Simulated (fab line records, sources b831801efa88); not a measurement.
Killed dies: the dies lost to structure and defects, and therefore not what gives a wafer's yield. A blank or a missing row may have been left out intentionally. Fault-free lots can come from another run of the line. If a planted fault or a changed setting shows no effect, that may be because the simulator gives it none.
fab line records :: flow sky130
record:
  lots: 6
  wafers: 18
  last_day: 50
route steps=708 shown FIELD_ISO@20 NWELL@32 PAD_OPEN@708
lots that met no fault: from a run of the same line without faults
start_h: hours from the record's first day to the start of the lot's first wafer shown :: wait_h: hours elapsed since this lot's preceding step :: " unchanged from the row above :: L1.1+2: a row that stands for several wafers :: - value missing, or start not given :: * or withheld: withheld :: < > ~ a bound
route shown NAME@n: NAME is a module with steps in the file, n the number in the route of the first one :: usual: mean and standard deviation over wafers with no fault :: same: alike in all rows :: chamber/n: place in a boat :: sites: the reading at each site :: _std_site: how widely they spread, as a standard deviation :: _edge_site: the outer-site mean with the inner-site mean subtracted :: radius_mm: how far each site lies from the wafer's centre :: mask NAME#n: copy n :: behind: the last tool/chamber to shape the wafer :: hold: what put the lot on hold/how long, in hours/how the hold closed :: device: which transistor (n, p or np) failed to switch :: end of line: tests of these same wafers at the route's end :: where a step has no rows: the recipe by itself :: killed: count of dies lost to structure and defects at first sort (not the wafer's yield) :: map: a wafer's dies, marking killed ones x, the rest . and places with no die _
set.NAME: the setting that was run; set.NAME@STEP: the one run at that earlier step :: model.NAME: the simulator's own value behind a step, which no gauge read
lots at selected steps of the route; one table per step, one row per wafer
services: a tool's chamber out of use, with start hour (start_h, from the record's first day; less than 0 if before it), hours out, and reason
== steps ==
step: SKY_FIELD_ISO_CLEAN_19
recipe:
  chemistry: SC1/SC2
  mix: 1:4:20
  temp_c: 70
  time_s: 150
step: SKY_FIELD_ISO_CLEAN_20
recipe:
  chemistry: dHF
  time_s: 20
  dilution: 100:1
step: SKY_FIELD_ISO_WET_ETCH_21
recipe:
  chemistry: dHF
  dilution: 100:1
  target_depth_nm: 20
  dry: ipa_marangoni
  target: SiO2
  temp_c: 25
  time_s: 400
step: SKY_FIELD_ISO_OXIDATION_22
recipe:
  temp_c: 950
  ambient: O2
  stabilise_s: 600
  purge_s: 300
  target_thk_a: 100
  ox_time_s: 623
step: SKY_FIELD_ISO_THK_MEAS_23
recipe:
  reads: SiO2_of_FIELD_ISO_OXIDATION_22
usual:
  FIELD_ISO_OXIDATION_01_THK: 9.99/0.18
lot.wafer: L411.4
tool: film_metro-04
chamber: -
start_h: 30.31
wait_h: 0.0
FIELD_ISO_OXIDATION_01_THK[nm]: 9.88

lot.wafer: L411.5
tool: film_metro-04
chamber: -
start_h: 30.31
wait_h: 0.0
FIELD_ISO_OXIDATION_01_THK[nm]: 9.85

lot.wafer: L411.6
tool: film_metro-04
chamber: -
start_h: 30.31
wait_h: 0.0
FIELD_ISO_OXIDATION_01_THK[nm]: 9.79

lot.wafer: L413.3
tool: film_metro-02
chamber: -
start_h: 44.01
wait_h: 0.0
FIELD_ISO_OXIDATION_01_THK[nm]: 9.96

lot.wafer: L413.4
tool: film_metro-02
chamber: -
start_h: 44.01
wait_h: 0.0
FIELD_ISO_OXIDATION_01_THK[nm]: 9.98

lot.wafer: L413.5
tool: film_metro-02
chamber: -
start_h: 44.01
wait_h: 0.0
FIELD_ISO_OXIDATION_01_THK[nm]: 9.96

lot.wafer: L431.1
tool: film_metro-01
chamber: -
start_h: 135.67
wait_h: 0.0
FIELD_ISO_OXIDATION_01_THK[nm]: 9.94

lot.wafer: L431.2
tool: film_metro-01
chamber: -
start_h: 135.67
wait_h: 0.0
FIELD_ISO_OXIDATION_01_THK[nm]: 9.98

lot.wafer: L431.5
tool: film_metro-01
chamber: -
start_h: 135.67
wait_h: 0.0
FIELD_ISO_OXIDATION_01_THK[nm]: 9.90

lot.wafer: L432.2
tool: film_metro-04
chamber: -
start_h: 141.04
wait_h: 0.0
FIELD_ISO_OXIDATION_01_THK[nm]: 10.06

lot.wafer: L432.3
tool: film_metro-04
chamber: -
start_h: 141.04
wait_h: 0.0
FIELD_ISO_OXIDATION_01_THK[nm]: 10.04

lot.wafer: L432.4
tool: film_metro-04
chamber: -
start_h: 141.04
wait_h: 0.0
FIELD_ISO_OXIDATION_01_THK[nm]: 10.09

lot.wafer: L433.3
tool: film_metro-01
chamber: -
start_h: 144.71
wait_h: 0.0
FIELD_ISO_OXIDATION_01_THK[nm]: 9.76

lot.wafer: L433.4
tool: film_metro-01
chamber: -
start_h: 144.71
wait_h: 0.0
FIELD_ISO_OXIDATION_01_THK[nm]: 9.73

lot.wafer: L433.6
tool: film_metro-01
chamber: -
start_h: 144.71
wait_h: 0.0
FIELD_ISO_OXIDATION_01_THK[nm]: 9.81

lot.wafer: L434.2
tool: film_metro-02
chamber: -
start_h: 150.73
wait_h: 0.0
FIELD_ISO_OXIDATION_01_THK[nm]: 10.04

lot.wafer: L434.3
tool: film_metro-02
chamber: -
start_h: 150.73
wait_h: 0.0
FIELD_ISO_OXIDATION_01_THK[nm]: 9.71

lot.wafer: L434.6
tool: film_metro-02
chamber: -
start_h: 150.73
wait_h: 0.0
FIELD_ISO_OXIDATION_01_THK[nm]: 9.79
step: SKY_FIELD_ISO_CVD_24
recipe:
  material: SiO2
  target_thk_nm: 595
  temp_c: 650
  sigma_open_frac: 0.3
  time_s: 99.2
  sih4_flow_sccm: 60
  pressure_mtorr: 6
step: SKY_FIELD_ISO_THK_MEAS_25
recipe:
  reads: SiO2_of_FIELD_ISO_CVD_24
usual:
  FIELD_ISO_CVD_24_THK: 594/5.4
lot.wafer: L411.4
tool: film_metro-01
chamber: -
start_h: 30.44
wait_h: 0.0
FIELD_ISO_CVD_24_THK[nm]: 595

lot.wafer: L411.5
tool: film_metro-01
chamber: -
start_h: 30.44
wait_h: 0.0
FIELD_ISO_CVD_24_THK[nm]: 595

lot.wafer: L411.6
tool: film_metro-01
chamber: -
start_h: 30.44
wait_h: 0.0
FIELD_ISO_CVD_24_THK[nm]: 604

lot.wafer: L413.3
tool: film_metro-04
chamber: -
start_h: 44.14
wait_h: 0.1
FIELD_ISO_CVD_24_THK[nm]: 590

lot.wafer: L413.4
tool: film_metro-04
chamber: -
start_h: 44.14
wait_h: 0.1
FIELD_ISO_CVD_24_THK[nm]: 598

lot.wafer: L413.5
tool: film_metro-04
chamber: -
start_h: 44.14
wait_h: 0.1
FIELD_ISO_CVD_24_THK[nm]: 586

lot.wafer: L431.1
tool: film_metro-04
chamber: -
start_h: 135.81
wait_h: 0.0
FIELD_ISO_CVD_24_THK[nm]: 592

lot.wafer: L431.2
tool: film_metro-04
chamber: -
start_h: 135.81
wait_h: 0.0
FIELD_ISO_CVD_24_THK[nm]: 594

lot.wafer: L431.5
tool: film_metro-04
chamber: -
start_h: 135.81
wait_h: 0.0
FIELD_ISO_CVD_24_THK[nm]: 595

lot.wafer: L432.2
tool: film_metro-01
chamber: -
start_h: 141.17
wait_h: 0.0
FIELD_ISO_CVD_24_THK[nm]: 594

lot.wafer: L432.3
tool: film_metro-01
chamber: -
start_h: 141.17
wait_h: 0.0
FIELD_ISO_CVD_24_THK[nm]: 599

lot.wafer: L432.4
tool: film_metro-01
chamber: -
start_h: 141.17
wait_h: 0.0
FIELD_ISO_CVD_24_THK[nm]: 594

lot.wafer: L433.3
tool: film_metro-02
chamber: -
start_h: 144.85
wait_h: 0.1
FIELD_ISO_CVD_24_THK[nm]: 589

lot.wafer: L433.4
tool: film_metro-02
chamber: -
start_h: 144.85
wait_h: 0.1
FIELD_ISO_CVD_24_THK[nm]: 595

lot.wafer: L433.6
tool: film_metro-02
chamber: -
start_h: 144.85
wait_h: 0.1
FIELD_ISO_CVD_24_THK[nm]: 598

lot.wafer: L434.2
tool: film_metro-01
chamber: -
start_h: 150.87
wait_h: 0.0
FIELD_ISO_CVD_24_THK[nm]: 588

lot.wafer: L434.3
tool: film_metro-01
chamber: -
start_h: 150.87
wait_h: 0.0
FIELD_ISO_CVD_24_THK[nm]: 591

lot.wafer: L434.6
tool: film_metro-01
chamber: -
start_h: 150.87
wait_h: 0.0
FIELD_ISO_CVD_24_THK[nm]: 589
step: SKY_FIELD_ISO_ANNEAL_26
recipe:
  temp_c: 1000
  time_s: 1800
  ambient: N2
step: SKY_FIELD_ISO_CMP_27
recipe:
  stop_on: Si3N4
  t_overpolish_s: 16
  down_force_psi: 4
  platen_rpm: 60
  target_thk_nm: 457.8
  pad_velocity_m_s: 0.94248
usual:
  motor_current_A: 11.9/1.1
  overpolish_run_s: 16.001/0.0092
  slurry_filter_dp_kPa: 13.50/0.14
  time_to_endpoint_s: 112/5.3
lot.wafer: L411.4
tool: cmp-01
chamber: 2
start_h: 33.78
wait_h: 0.0
motor_current_A: 13.4
overpolish_run_s: 16.009
slurry_filter_dp_kPa: 13.63
time_to_endpoint_s: 116

lot.wafer: L411.6
tool: cmp-01
chamber: 2
start_h: 33.78
wait_h: 0.0
motor_current_A: 13.2
overpolish_run_s: 15.999
slurry_filter_dp_kPa: 13.47
time_to_endpoint_s: 115

lot.wafer: L411.5
tool: cmp-01
chamber: 3
start_h: 33.78
wait_h: 0.0
motor_current_A: 10.0
overpolish_run_s: 16.012
slurry_filter_dp_kPa: 13.30
time_to_endpoint_s: 117

lot.wafer: L413.4
tool: cmp-01
chamber: 3
start_h: 45.73
wait_h: 0.1
motor_current_A: 9.8
overpolish_run_s: 16.014
slurry_filter_dp_kPa: 13.57
time_to_endpoint_s: 121

lot.wafer: L413.3
tool: cmp-01
chamber: 0
start_h: 45.73
wait_h: 0.1
motor_current_A: 12.4
overpolish_run_s: 15.993
slurry_filter_dp_kPa: 13.65
time_to_endpoint_s: 115

lot.wafer: L413.5
tool: cmp-01
chamber: 3
start_h: 45.73
wait_h: 0.1
motor_current_A: 10.4
overpolish_run_s: 15.985
slurry_filter_dp_kPa: 13.58
time_to_endpoint_s: 117

lot.wafer: L431.2
tool: cmp-01
chamber: 1
start_h: 138.57
wait_h: 0.0
motor_current_A: 11.4
overpolish_run_s: 16.015
slurry_filter_dp_kPa: 13.65
time_to_endpoint_s: 108

lot.wafer: L431.1
tool: cmp-01
chamber: 2
start_h: 138.57
wait_h: 0.0
motor_current_A: 12.9
overpolish_run_s: 15.994
slurry_filter_dp_kPa: 13.27
time_to_endpoint_s: 108

lot.wafer: L431.5
tool: cmp-01
chamber: 1
start_h: 138.57
wait_h: 0.0
motor_current_A: 10.8
overpolish_run_s: 15.992
slurry_filter_dp_kPa: 13.48
time_to_endpoint_s: 108

lot.wafer: L432.4
tool: cmp-01
chamber: 3
start_h: 142.72
wait_h: 0.0
motor_current_A: 10.1
overpolish_run_s: 16.004
slurry_filter_dp_kPa: 13.31
time_to_endpoint_s: 116

lot.wafer: L432.3
tool: cmp-01
chamber: 0
start_h: 142.72
wait_h: 0.0
motor_current_A: 12.7
overpolish_run_s: 16.008
slurry_filter_dp_kPa: 13.21
time_to_endpoint_s: 114

lot.wafer: L432.2
tool: cmp-01
chamber: 2
start_h: 142.72
wait_h: 0.0
motor_current_A: 12.7
overpolish_run_s: 15.995
slurry_filter_dp_kPa: 13.32
time_to_endpoint_s: 114

lot.wafer: L433.4
tool: cmp-01
chamber: 2
start_h: 146.39
wait_h: 0.0
motor_current_A: 12.4
overpolish_run_s: 15.999
slurry_filter_dp_kPa: 13.81
time_to_endpoint_s: 107

lot.wafer: L433.3
tool: cmp-01
chamber: 0
start_h: 146.39
wait_h: 0.0
motor_current_A: 12.5
overpolish_run_s: 16.012
slurry_filter_dp_kPa: 13.25
time_to_endpoint_s: 109

lot.wafer: L433.6
tool: cmp-01
chamber: 3
start_h: 146.39
wait_h: 0.0
motor_current_A: 9.9
overpolish_run_s: 15.987
slurry_filter_dp_kPa: 13.72
time_to_endpoint_s: 112

lot.wafer: L434.2
tool: cmp-01
chamber: 1
start_h: 152.42
wait_h: 0.0
motor_current_A: 11.7
overpolish_run_s: 15.992
slurry_filter_dp_kPa: 13.49
time_to_endpoint_s: 108

lot.wafer: L434.3
tool: cmp-01
chamber: 0
start_h: 152.42
wait_h: 0.0
motor_current_A: 11.5
overpolish_run_s: 16.012
slurry_filter_dp_kPa: 13.36
time_to_endpoint_s: 106

lot.wafer: L434.6
tool: cmp-01
chamber: 1
start_h: 152.42
wait_h: 0.0
motor_current_A: 10.8
overpolish_run_s: 15.995
slurry_filter_dp_kPa: 13.38
time_to_endpoint_s: 110
step: SKY_FIELD_ISO_WET_ETCH_28
recipe:
  chemistry: dHF
  target_depth_nm: 23.7
  target: SiO2
  dilution: 10:1
  temp_c: 25
  time_s: 47
step: SKY_FIELD_ISO_WET_ETCH_29
recipe:
  chemistry: H3PO4
  target_depth_nm: 160
  target: Si3N4
  temp_c: 160
  time_s: 1825
step: SKY_FIELD_ISO_WET_ETCH_30
recipe:
  chemistry: dHF
  target_depth_nm: 25
  target: SiO2
  dilution: 10:1
  temp_c: 25
  time_s: 50
step: SKY_NWELL_CLEAN_00
recipe:
  chemistry: SC1/SC2
  mix: 1:4:20
  temp_c: 70
  time_s: 150
  dry: n2_spin
usual:
  bath_guard_temp_C: 69.6/0.36
  bath_heat_duty_pct: 13.8/1.1
  temp_c: 70.02/0.11
lot.wafer: L411.4
tool: wet_bench-02
chamber: 2
start_h: 34.64
wait_h: 0.0
bath_guard_temp_C: 69.2
bath_heat_duty_pct: 13.7
temp_c: 70.01

lot.wafer: L411.5
tool: wet_bench-02
chamber: 2
start_h: 34.64
wait_h: 0.0
bath_guard_temp_C: 69.0
bath_heat_duty_pct: 14.0
temp_c: 70.13

lot.wafer: L411.6
tool: wet_bench-02
chamber: 2
start_h: 34.64
wait_h: 0.0
bath_guard_temp_C: 69.2
bath_heat_duty_pct: 14.4
temp_c: 70.17

lot.wafer: L413.3
tool: wet_bench-04
chamber: 0
start_h: 47.25
wait_h: 0.0
bath_guard_temp_C: 69.6
bath_heat_duty_pct: 13.3
temp_c: 70.09

lot.wafer: L413.4
tool: wet_bench-04
chamber: 0
start_h: 47.25
wait_h: 0.0
bath_guard_temp_C: 69.7
bath_heat_duty_pct: 12.8
temp_c: 69.94

lot.wafer: L413.5
tool: wet_bench-04
chamber: 0
start_h: 47.25
wait_h: 0.0
bath_guard_temp_C: 69.7
bath_heat_duty_pct: 12.3
temp_c: 69.88

lot.wafer: L431.1
tool: wet_bench-03
chamber: 2
start_h: 139.45
wait_h: 0.0
bath_guard_temp_C: -
bath_heat_duty_pct: -
temp_c: -

lot.wafer: L431.2
tool: wet_bench-03
chamber: 2
start_h: 139.45
wait_h: 0.0
bath_guard_temp_C: -
bath_heat_duty_pct: -
temp_c: -

lot.wafer: L431.5
tool: wet_bench-03
chamber: 2
start_h: 139.45
wait_h: 0.0
bath_guard_temp_C: -
bath_heat_duty_pct: -
temp_c: -

lot.wafer: L432.2
tool: wet_bench-04
chamber: 0
start_h: 143.59
wait_h: 0.0
bath_guard_temp_C: -
bath_heat_duty_pct: -
temp_c: -

lot.wafer: L432.3
tool: wet_bench-04
chamber: 0
start_h: 143.59
wait_h: 0.0
bath_guard_temp_C: -
bath_heat_duty_pct: -
temp_c: -

lot.wafer: L432.4
tool: wet_bench-04
chamber: 0
start_h: 143.59
wait_h: 0.0
bath_guard_temp_C: -
bath_heat_duty_pct: -
temp_c: -

lot.wafer: L433.3
tool: wet_bench-03
chamber: 2
start_h: 147.29
wait_h: 0.0
bath_guard_temp_C: 69.3
bath_heat_duty_pct: 13.4
temp_c: 70.08

lot.wafer: L433.4
tool: wet_bench-03
chamber: 2
start_h: 147.29
wait_h: 0.0
bath_guard_temp_C: 69.3
bath_heat_duty_pct: 12.7
temp_c: 70.12

lot.wafer: L433.6
tool: wet_bench-03
chamber: 2
start_h: 147.29
wait_h: 0.0
bath_guard_temp_C: 68.9
bath_heat_duty_pct: 13.1
temp_c: 69.91

lot.wafer: L434.2
tool: wet_bench-04
chamber: 2
start_h: 153.28
wait_h: 0.0
bath_guard_temp_C: 69.7
bath_heat_duty_pct: 13.5
temp_c: 70.18

lot.wafer: L434.3
tool: wet_bench-04
chamber: 2
start_h: 153.28
wait_h: 0.0
bath_guard_temp_C: 69.9
bath_heat_duty_pct: 14.9
temp_c: 69.88

lot.wafer: L434.6
tool: wet_bench-04
chamber: 2
start_h: 153.28
wait_h: 0.0
bath_guard_temp_C: 69.7
bath_heat_duty_pct: 14.4
temp_c: 69.93
step: SKY_NWELL_OXIDATION_01
recipe:
  temp_c: 900
  ambient: O2
  stabilise_s: 600
  purge_s: 300
  target_thk_a: 100
  ox_time_s: 1418
step: SKY_PAD_OPEN_PROBE_99
usual:
  killed_at_M0_to_M3: 43/6.5
  killed_at_M4_up: 3.5/1.9
  killed_at_contacts: 24/5.4
  killed_at_front_end: 16/4.8
  killed_at_other: 0.4/0.64
  killed_dies: 87/9.4
  killed_open: 47/7
  killed_short: 40/6.3
same:
  gross_dies: 492
  killed_at_back_side: 0
lot.wafer: L411.4
tool: prober-02
chamber: -
start_h: 1072.74
wait_h: 0.2
killed_at_M0_to_M3: 43
killed_at_M4_up: 4
killed_at_contacts: 31
killed_at_front_end: 21
killed_at_other: 0
killed_dies: 99
killed_open: 53
killed_short: 45

lot.wafer: L411.5
tool: prober-02
chamber: -
start_h: 1072.79
wait_h: 0.2
killed_at_M0_to_M3: 29
killed_at_M4_up: 4
killed_at_contacts: 27
killed_at_front_end: 18
killed_at_other: 0
killed_dies: 78
killed_open: 35
killed_short: 42

lot.wafer: L411.6
tool: prober-02
chamber: -
start_h: 1072.84
wait_h: 0.2
killed_at_M0_to_M3: 54
killed_at_M4_up: 0
killed_at_contacts: 23
killed_at_front_end: 14
killed_at_other: 1
killed_dies: 92
killed_open: 60
killed_short: 30

lot.wafer: L413.3
tool: prober-01
chamber: -
start_h: 1093.37
wait_h: 0.2
killed_at_M0_to_M3: 52
killed_at_M4_up: 5
killed_at_contacts: 23
killed_at_front_end: 21
killed_at_other: 0
killed_dies: 101
killed_open: 52
killed_short: 49

lot.wafer: L413.4
tool: prober-01
chamber: -
start_h: 1093.42
wait_h: 0.2
killed_at_M0_to_M3: 46
killed_at_M4_up: 3
killed_at_contacts: 17
killed_at_front_end: 22
killed_at_other: 1
killed_dies: 89
killed_open: 45
killed_short: 44

lot.wafer: L413.5
tool: prober-01
chamber: -
start_h: 1093.47
wait_h: 0.2
killed_at_M0_to_M3: 38
killed_at_M4_up: 3
killed_at_contacts: 23
killed_at_front_end: 24
killed_at_other: 0
killed_dies: 88
killed_open: 44
killed_short: 44

lot.wafer: L431.1
tool: prober-02
chamber: -
start_h: 1181.39
wait_h: 0.1
killed_at_M0_to_M3: 41
killed_at_M4_up: 3
killed_at_contacts: 30
killed_at_front_end: 25
killed_at_other: 0
killed_dies: 99
killed_open: 59
killed_short: 40

lot.wafer: L431.2
tool: prober-02
chamber: -
start_h: 1181.44
wait_h: 0.1
killed_at_M0_to_M3: 35
killed_at_M4_up: 3
killed_at_contacts: 21
killed_at_front_end: 11
killed_at_other: 0
killed_dies: 70
killed_open: 37
killed_short: 33

lot.wafer: L431.5
tool: prober-02
chamber: -
start_h: 1181.59
wait_h: 0.2
killed_at_M0_to_M3: 39
killed_at_M4_up: 4
killed_at_contacts: 31
killed_at_front_end: 14
killed_at_other: 0
killed_dies: 88
killed_open: 52
killed_short: 36
killed by level:class
L411.4 VIA1:geometric_particle:open=10 VIA2:geometric_particle:open=8 LI_CONTACT:geometric_particle:open=8 LOCAL_INTERCONNECT:geometric_particle:short=8 METAL2:geometric_particle:short=7 FIELD_ISO:geometric_particle:open=5 FIELD_ISO:geometric_particle:short=5 CONTACT:geometric_particle:open=5
L411.5 CONTACT:geometric_particle:open=10 LOCAL_INTERCONNECT:geometric_particle:short=7 CONTACT:geometric_particle:short=7 METAL2:geometric_particle:short=7 FIELD_ISO:geometric_particle:open=4 VIA1:geometric_particle:open=4 VIA2:geometric_particle:open=4 VIA3:geometric_particle:open=4
L411.6 CONTACT:geometric_particle:open=13 VIA2:geometric_particle:open=11 VIA1:geometric_particle:open=10 VIA3:geometric_particle:open=10 VIA3:geometric_particle:short=5 FIELD_ISO:geometric_particle:open=4 POLY_GATE:geometric_particle:open=4 CONTACT:geometric_particle:short=4
L413.3 VIA1:geometric_particle:open=11 METAL1:geometric_particle:short=9 VIA1:geometric_particle:short=9 CONTACT:geometric_particle:open=8 FIELD_ISO:geometric_particle:open=7 VIA2:geometric_particle:open=6 POLY_GATE:geometric_particle:short=5 CONTACT:geometric_particle:short=5
L413.4 VIA2:geometric_particle:open=8 CONTACT:geometric_particle:open=6 METAL1:geometric_particle:short=6 VIA1:geometric_particle:open=6 POLY_GATE:geometric_particle:open=5 VIA1:geometric_particle:short=5 METAL2:geometric_particle:short=5 POLY_GATE:geometric_particle:short=4
L413.5 POLY_GATE:geometric_particle:short=8 VIA1:geometric_particle:open=8 CONTACT:geometric_particle:short=6 METAL2:geometric_particle:short=6 FIELD_ISO:geometric_particle:open=5 LI_CONTACT:geometric_particle:open=5 CONTACT:geometric_particle:open=5 POLY_GATE:geometric_particle:open=4
L431.1 LI_CONTACT:geometric_particle:open=12 VIA1:geometric_particle:open=10 FIELD_ISO:geometric_particle:short=9 VIA2:geometric_particle:open=8 CONTACT:geometric_particle:short=7 VIA3:geometric_particle:open=6 METAL2:geometric_particle:short=5 FIELD_ISO:geometric_particle:open=4
L431.2 VIA1:geometric_particle:open=11 CONTACT:geometric_particle:open=7 METAL2:geometric_particle:short=5 VIA2:geometric_particle:open=5 FIELD_ISO:geometric_particle:short=4 VIA2:geometric_particle:short=4 LI_CONTACT:geometric_particle:short=3 LI_CONTACT:geometric_particle:open=3
L431.5 LI_CONTACT:geometric_particle:open=13 VIA1:geometric_particle:open=11 VIA1:geometric_particle:short=7 CONTACT:geometric_particle:open=6 METAL2:geometric_particle:short=5 METAL1:geometric_particle:short=5 VIA3:geometric_particle:open=5 FIELD_ISO:geometric_particle:short=4
== services ==
tool: wet_bench-04
chamber: -
start_h: 59.92
hours: 1.9
kind: pm

tool: cmp-01
chamber: -
start_h: 60.48
hours: 5.3
kind: pm

tool: cmp-01
chamber: -
start_h: 65.76
hours: 4.0
kind: pm

tool: cmp-01
chamber: -
start_h: 69.76
hours: -
kind: consumable_replace:conditioner

tool: cmp-01
chamber: -
start_h: 69.76
hours: -
kind: consumable_replace:pad

tool: cmp-01
chamber: -
start_h: 95.98
hours: 3.1
kind: repair

tool: cmp-01
chamber: -
start_h: 112.04
hours: 8.6
kind: pm

tool: cmp-01
chamber: -
start_h: 128.24
hours: 2.6
kind: repair
== key ==
first_sign:
  step: SKY_NWELL_CLEAN_00
  reading: tool_record
  direction: missing
effect none on later readings
met_at SKY_NWELL_CLEAN_00
struck_wafers L431.1,L431.2,L431.5,L432.2,L432.3,L432.4
tester_left_out L431,L432
onset_between 47.25 139.45
fault:
  kind: skipped_step_whole
  tool: wet_bench-03,wet_bench-04
  chamber: -
  onset_h: 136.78
  steps: SKY_NWELL_CLEAN_00
  scope: struck_lots_only
tester_left_out: of these lots the tester's yield and bins aren't shown, on N5 and GAA mostly nor the transistor test; their killed dies are dies lost to structure and defects alone, not to doping, threshold or leakage, so they don't give the yield
